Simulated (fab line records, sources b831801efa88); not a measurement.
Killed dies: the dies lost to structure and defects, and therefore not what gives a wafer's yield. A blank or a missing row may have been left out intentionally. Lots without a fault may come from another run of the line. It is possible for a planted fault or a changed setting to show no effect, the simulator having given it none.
2 desks, one fault | flow gf180mcu | numbers are kept per desk, each desk with only its own; the story behind them comes last

## FOR THE TOOL OWNER'S DESK: litho track-04
The tool's own readings at GF_M5_PEB_05 (peb time 86.86 s): means of the sampled wafers that have a number, for each lot that ran on this tool. The brackets show how far a lot's mean lies from the usual mean; more than 4 standard deviations puts the lot out of limits, marked OUT.
Columns: A = heater power total W at GF_M5_PEB_05, usual 86.70 W; B = plate temp C at GF_M5_PEB_05, usual 134.99 C
lot  | first seen here | A               | B
L450 | day 27 04:43    | 86.73           | 134.94
L451 | day 27 22:34    | 86.62           | 135.04
L452 | day 28 15:04    | 86.69           | 135.05
L453 | day 28 19:22    | 86.79           | 134.85
L463 | day 31 11:13    | 89.22 (+13) OUT | 137.93 (+21) OUT
L464 | day 32 00:25    | 89.20 (+12) OUT | 138.19 (+23) OUT
Finding of this desk: L463, L464 out of limits; the first was L463 at day 31 11:13, on heater power total W at GF_M5_PEB_05. L450, L451, L452, L453: within limits.

## AT THE METROLOGY DESK
Means of the sampled wafers that have a number, per lot and without regard to the tool the lot ran on: this is what the gauges read. The brackets show how far a lot's mean lies from the usual mean; more than 4 standard deviations puts the lot out of limits, marked OUT.
Columns: A = MIM_CVD_05_THK at GF_MIM_THK_MEAS_06, usual 41.9 nm; B = cd nm at GF_M5_CD_MEAS_07, usual 279.9 nm
lot  | first seen here | A    | B
L448 | day 25 04:29    | 42.6 | 281.3
L449 | day 25 06:18    | 41.9 | 279.5
L450 | day 25 09:20    | 42.5 | 279.1
L451 | day 26 04:09    | 41.9 | 280.1
L452 | day 27 00:26    | 41.5 | 282.1
L453 | day 27 02:34    | 41.6 | 279.6
L455 | day 27 16:18    | 41.2 | 279.0
L463 | day 29 22:17    | 41.3 | 271.0 (-7.4) OUT
L464 | day 30 13:28    | 42.4 | 274.1 (-4.8) OUT
L465 | day 30 15:15    | 42.4 | 279.0
L469 | day 31 13:02    | 41.9 | 281.3
L470 | day 32 04:19    | 41.0 | 279.8
Finding of this desk: L463, L464 out of limits; the first was L463 at day 31 11:34, on cd nm at GF_M5_CD_MEAS_07. L448, L449, L450, L451, L452, L453, L455, L465, L469, L470: within limits.

## BROUGHT TOGETHER
The tool owner's desk had the chance to raise an alarm at day 31 11:13 on L463, L464.
Metrology desk: alarm possible at day 31 11:34 on L463, L464.
GF_M5_PEB_05 was run on litho track-04 by each of the lots named.

## WHAT HAD BEEN PUT IN BY THE SIMULATOR
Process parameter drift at GF_M5_PEB_05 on litho track-04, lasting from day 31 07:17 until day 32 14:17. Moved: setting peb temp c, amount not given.
Lots struck among those shown: L463, L464.
Delay (hours) between the fault's onset and each desk's first out-of-limits reading: 4 at the tool owner's desk, 4 at the metrology desk.
